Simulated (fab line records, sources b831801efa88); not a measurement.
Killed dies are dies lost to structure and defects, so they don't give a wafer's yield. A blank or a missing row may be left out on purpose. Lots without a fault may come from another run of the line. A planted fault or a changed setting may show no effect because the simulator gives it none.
Which tool did it? | flow sky130 | 13 lots, 39 wafers sampled, at 6 steps of a route of 708

WHAT THE GAUGES READ, wafer by wafer
SKY_VIA1_BOW_MEAS_03.
lot  | measured     | on            | VIA1_BOW (um)
L812 | day 33 04:29 | film_metro-01 | 75 66 85
L813 | day 33 04:43 | film_metro-04 | 87 83 80
L814 | day 33 14:17 | film_metro-04 | 76 78 63
L815 | day 33 17:23 | film_metro-01 | 81 88 87
L818 | day 35 20:23 | film_metro-04 | 79 80 85
L824 | day 37 01:42 | film_metro-02 | 78 85 80
L827 | day 37 22:05 | film_metro-02 | 92 76 85
L825 | day 38 01:14 | film_metro-04 | 73 78 69
L828 | day 38 02:10 | film_metro-01 | 72 79 80
L830 | day 38 22:26 | film_metro-01 | 89 95 71
L831 | day 39 04:56 | film_metro-04 | 80 69 83
L835 | day 40 02:41 | film_metro-04 | 78 73 79
L834 | day 40 04:35 | film_metro-04 | 76 74 61

SKY_METAL2_RS_MEAS_05: measures by four-point-probe.
lot  | measured     | on            | METAL2_ALCU_RS (ohm/sq)
L812 | day 34 09:07 | film_metro-04 | 0.1272 0.1270 0.1268
L813 | day 34 09:32 | film_metro-03 | 0.1250 0.1273 0.1266
L814 | day 35 18:34 | film_metro-01 | 0.1275 0.1285 0.1284
L815 | day 35 19:29 | film_metro-03 | 0.1295 0.1276 0.1285
L818 | day 36 16:37 | film_metro-03 | 0.1272 0.1263 0.1299
L824 | day 38 03:41 | film_metro-03 | 0.0963 0.1279 0.1259
L827 | day 39 01:07 | film_metro-03 | 0.1245 0.1260 0.1271
L825 | day 39 05:20 | film_metro-04 | 0.1258 0.0963 0.1258
L828 | day 39 05:26 | film_metro-03 | 0.1232 0.1229 0.1230
L830 | day 40 02:01 | film_metro-03 | 0.1253 0.1234 0.1271
L831 | day 40 07:56 | film_metro-03 | 0.1264 0.1279 0.1267
L835 | day 41 04:11 | film_metro-04 | 0.1284 0.1296 0.1290
L834 | day 41 07:47 | film_metro-03 | 0.1242 0.1246 0.1273

SKY_METAL2_THK_MEAS_06: measures by xrf.
lot  | measured     | on            | METAL2_ALCU_THK (nm)
L812 | day 34 09:13 | film_metro-04 | 252 250 252
L813 | day 34 09:39 | film_metro-03 | 252 250 249
L814 | day 35 18:40 | film_metro-01 | 245 244 245
L815 | day 35 19:37 | film_metro-03 | 244 249 244
L818 | day 36 16:44 | film_metro-03 | 248 252 246
L824 | day 38 03:47 | film_metro-03 | 324 249 252
L827 | day 39 01:14 | film_metro-03 | 252 251 246
L825 | day 39 05:28 | film_metro-04 | 254 329 254
L828 | day 39 05:32 | film_metro-03 | 255 256 256
L830 | day 40 02:08 | film_metro-03 | 252 257 251
L831 | day 40 08:02 | film_metro-03 | 250 246 248
L835 | day 41 04:17 | film_metro-04 | 249 245 245
L834 | day 41 07:53 | film_metro-03 | 252 254 248

SKY_METAL2_CD_MEAS_15: target cd 140 nm.
lot  | measured     | on        | cd_nm (nm)
L812 | day 35 21:44 | cd_sem-01 | 141.0 141.2 140.8
L813 | day 35 22:04 | cd_sem-01 | 138.3 139.1 139.7
L814 | day 36 08:09 | cd_sem-01 | 137.6 138.9 139.5
L815 | day 36 11:25 | cd_sem-01 | 138.6 139.0 138.4
L818 | day 37 16:56 | cd_sem-02 | 139.3 139.0 138.7
L824 | day 39 04:37 | cd_sem-01 | 142.4 142.7 143.4
L827 | day 40 01:50 | cd_sem-02 | 140.0 140.7 139.7
L825 | day 40 06:26 | cd_sem-01 | 140.1 141.0 140.3
L828 | day 40 06:35 | cd_sem-02 | 142.3 139.2 141.0
L830 | day 41 02:05 | cd_sem-01 | 141.1 139.5 138.5
L831 | day 41 08:32 | cd_sem-01 | 141.3 142.6 141.2
L835 | day 42 04:31 | cd_sem-01 | 139.5 140.1 140.8
L834 | day 42 08:34 | cd_sem-01 | 139.7 140.0 141.0

WHICH TOOL RAN EACH LOT (tool, then ch and the chambers of the sampled wafers, then the start)
lot  | SKY_METAL2_SPUTTER_01        | SKY_METAL2_SPUTTER_02
L812 | pvd_sputter-04, day 34 08:57 | pvd_sputter-04, day 34 08:58
L813 | pvd_sputter-01, day 34 09:25 | pvd_sputter-01, day 34 09:26
L814 | pvd_sputter-04, day 35 18:23 | pvd_sputter-04, day 35 18:25
L815 | pvd_sputter-04, day 35 19:21 | pvd_sputter-04, day 35 19:23
L818 | pvd_sputter-04, day 36 16:29 | pvd_sputter-04, day 36 16:31
L824 | pvd_sputter-04, day 38 03:32 | pvd_sputter-04, day 38 03:34
L827 | pvd_sputter-01, day 39 00:59 | pvd_sputter-01, day 39 01:01
L825 | pvd_sputter-04, day 39 05:13 | pvd_sputter-04, day 39 05:15
L828 | pvd_sputter-01, day 39 05:17 | pvd_sputter-01, day 39 05:18
L830 | pvd_sputter-01, day 40 01:54 | pvd_sputter-01, day 40 01:56
L831 | pvd_sputter-01, day 40 07:47 | pvd_sputter-01, day 40 07:49
L835 | pvd_sputter-02, day 41 04:02 | pvd_sputter-02, day 41 04:04
L834 | pvd_sputter-04, day 41 07:38 | pvd_sputter-04, day 41 07:40
- SKY_METAL2_SPUTTER_01: material TiN, target thk 20 nm, time 16.7 s.
- SKY_METAL2_SPUTTER_02: material AlCu, target thk 250 nm, time 13.3 s.

WHAT THE TOOLS THEMSELVES READ (means of the sampled wafers that have a number; where no wafer has one, the mark that the record gives instead)
SKY_METAL2_SPUTTER_01.
lot  | tool           | throttle_valve_pct (%)
L812 | pvd_sputter-04 | 29.7
L813 | pvd_sputter-01 | 30.5
L814 | pvd_sputter-04 | 29.9
L815 | pvd_sputter-04 | 29.6
L818 | pvd_sputter-04 | 30.1
L824 | pvd_sputter-04 | 30.0
L827 | pvd_sputter-01 | 30.6
L825 | pvd_sputter-04 | 30.1
L828 | pvd_sputter-01 | 30.1
L830 | pvd_sputter-01 | 30.4
L831 | pvd_sputter-01 | 30.6
L835 | pvd_sputter-02 | 29.2
L834 | pvd_sputter-04 | 30.6

SKY_METAL2_SPUTTER_02.
lot  | tool           | throttle_valve_pct (%)
L812 | pvd_sputter-04 | 29.7
L813 | pvd_sputter-01 | 30.4
L814 | pvd_sputter-04 | 30.0
L815 | pvd_sputter-04 | 29.6
L818 | pvd_sputter-04 | 30.1
L824 | pvd_sputter-04 | 30.2
L827 | pvd_sputter-01 | 30.4
L825 | pvd_sputter-04 | 30.1
L828 | pvd_sputter-01 | 30.1
L830 | pvd_sputter-01 | 30.3
L831 | pvd_sputter-01 | 30.4
L835 | pvd_sputter-02 | 29.1
L834 | pvd_sputter-04 | 30.5

THE ANSWER, worked out from the rows above alone
Rule: what is usual is taken from the lots themselves. Put in order of their means at a reading, lots are off if they are a third of the lots or fewer, leave a main group of 4 or more, and stand apart from it by a gap of 3 or more times the standard deviation of the main group's means; of several such gaps the widest counts. A main group whose means are all the same, to the digits that the tables above print for the reading, isn't used. A lot without any number at a reading at which 4 lots or more have one is off too. The other lots that the step has rows for count as sound. The gauges are gone through in route order, then the tools' own readings, and for those a lot's mean is taken as printed above. The first step at which some lot is off is used, and at that step the reading that is off furthest; a lot without a number counts as furthest.
Off: L824, L825, at SKY_METAL2_RS_MEAS_05 (METAL2_ALCU_RS). The main group: mean 0.1267 ohm/sq, standard deviation 0.0017.
A tool fits if, at a process step before that reading, it ran every lot that is off, and no sound lot after the first of them. The gauges at SKY_METAL2_RS_MEAS_05 are tried like those tools. None of those tried fits.

WHAT THE SIMULATOR HAD PUT IN
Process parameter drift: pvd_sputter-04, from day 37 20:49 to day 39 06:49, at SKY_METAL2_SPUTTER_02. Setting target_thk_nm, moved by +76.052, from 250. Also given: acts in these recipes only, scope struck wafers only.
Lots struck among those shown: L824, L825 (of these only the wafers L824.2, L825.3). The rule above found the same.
